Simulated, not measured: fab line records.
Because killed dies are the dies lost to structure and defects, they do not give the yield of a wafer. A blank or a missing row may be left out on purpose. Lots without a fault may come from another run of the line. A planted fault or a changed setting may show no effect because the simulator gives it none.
One fault through the eyes of 2 desks / flow sky130 / every desk sees just its own numbers, and what lay behind them comes last

TOOL OWNER'S DESK, ilineStepper-02
The tool's own readings at SKY_RES_PROTECT_EXPOSE_04 (exposes mask RPM, target cd 1270 nm): means of the sampled wafers that have a number, for each lot that ran on this tool. The brackets show how far a lot's mean lies from the usual mean; more than 4 standard deviations puts the lot out of limits, marked OUT.
Columns: A = stageVelMmS at SKY_RES_PROTECT_EXPOSE_04, usual 500.00 mm/s
lot=L316; first seen here=day 14 16:20; A=499.85
lot=L324; first seen here=day 17 06:17; A=500.03
lot=L325; first seen here=day 17 20:54; A=499.95
Result from this desk: across the 3 lots, nothing is out of limits.

METROLOGY DESK
What the gauges read for every lot (on any tool): the sampled wafers with a number, averaged. The brackets show how far a lot's mean lies from the usual mean; more than 4 standard deviations puts the lot out of limits, marked OUT.
Columns: A = GATE_OXIDE_TW at SKY_GATE_OXIDE_TW_MEAS_14, usual 224; B = POLY_GATE_CVD_00_THK at SKY_POLY_GATE_THK_MEAS_01, usual 180.4 nm
lot=L316; first seen here=day 13 23:40; A=221; B=178.0
lot=L317; first seen here=day 14 08:36; A=221; B=180.7
lot=L324; first seen here=day 16 13:00; A=230; B=183.1
lot=L325; first seen here=day 17 02:20; A=230; B=181.6
lot=L326; first seen here=day 17 14:19; A=230; B=181.9
lot=L335; first seen here=day 20 15:18; A=221; B=179.1
Result from this desk: across the 6 lots, nothing is out of limits.

ALL TOGETHER
Nothing out of limits was seen by the tool owner's desk.
At the metrology desk, nothing out of limits was observed.

WHAT THE SIMULATOR HAD INSERTED
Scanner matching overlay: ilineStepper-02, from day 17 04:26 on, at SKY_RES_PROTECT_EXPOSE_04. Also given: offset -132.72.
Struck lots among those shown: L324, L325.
